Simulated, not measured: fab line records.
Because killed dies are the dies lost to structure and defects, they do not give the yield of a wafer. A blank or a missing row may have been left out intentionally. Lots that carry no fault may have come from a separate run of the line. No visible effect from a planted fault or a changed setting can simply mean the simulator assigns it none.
One fault through the eyes of 2 desks    flow sky130    each desk has only its own numbers; what lay behind them comes last

METROLOGY DESK
Means of the sampled wafers that have a number, per lot and without regard to the tool the lot ran on: this is what the gauges read. Any lot whose mean is over 4 standard deviations away from the usual mean is out of limits and marked OUT; that distance is given in the brackets.
Columns: A = CAPM_TIN_RS at SKY_CAPM_RS_MEAS_03, usual 6.90 ohm/sq; B = CAPM_TIN_THK at SKY_CAPM_THK_MEAS_04, usual 199.4 nm
lot   first seen here  A                B
L262  day 40 03:29     6.82             202.2
L264  day 41 04:23     6.62             207.7
L266  day 41 16:27     6.35 (-7.5) OUT  217.7 (+7.3) OUT
L272  day 42 12:49     7.00             197.0
This desk finds L266 out of limits, with the earliest case on L266 at day 41 16:27 (CAPM_TIN_RS at SKY_CAPM_RS_MEAS_03). L262, L264, L272: within limits.

TOOL OWNER'S DESK, pvd-sputter-04
The tool's own readings at SKY_CAPM_SPUTTER_02 (material TiN, target thk 200 nm, time 166.7 s): means of the sampled wafers that have a number, for each lot that ran on this tool. Any lot whose mean is over 4 standard deviations away from the usual mean is out of limits and marked OUT; that distance is given in the brackets.
Columns: A = cathode-dc-power-W at SKY_CAPM_SPUTTER_02, usual 6500.0 W; B = chamber-pressure-pa at SKY_CAPM_SPUTTER_02, usual 0.3999 Pa; C = throttle-valve-pct at SKY_CAPM_SPUTTER_02, usual 30.2 %
lot   first seen here  A                         B       C
L262  day 40 03:23     6499.9                    0.4004  30.2
L264  day 41 04:14     6773.8 (+99 or more) OUT  0.4006  30.7
L266  day 41 16:19     7048.3 (+99 or more) OUT  0.3996  31.0
This desk's finding: out of limits on L264, L266; first on L264, day 41 04:14 (cathode-dc-power-W at SKY_CAPM_SPUTTER_02). L262: within limits.

ALL TOGETHER
An alarm could have come from the tool owner's desk at day 41 04:14, on L264, L266.
The metrology desk could have raised an alarm at day 41 16:27, on L266.
The metrology desk holds a record of L264, inside its limits.
Every lot named ran SKY_CAPM_SPUTTER_02 on pvd-sputter-04.

WHAT THE SIMULATOR HAD PUT IN
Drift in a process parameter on pvd-sputter-04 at SKY_CAPM_SPUTTER_02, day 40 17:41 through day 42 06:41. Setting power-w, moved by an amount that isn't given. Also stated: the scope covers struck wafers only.
Shown lots that were struck: L264, L266.
Hours from the fault's start to each desk's first reading out of limits: the tool owner's desk, 11; the metrology desk, 23.
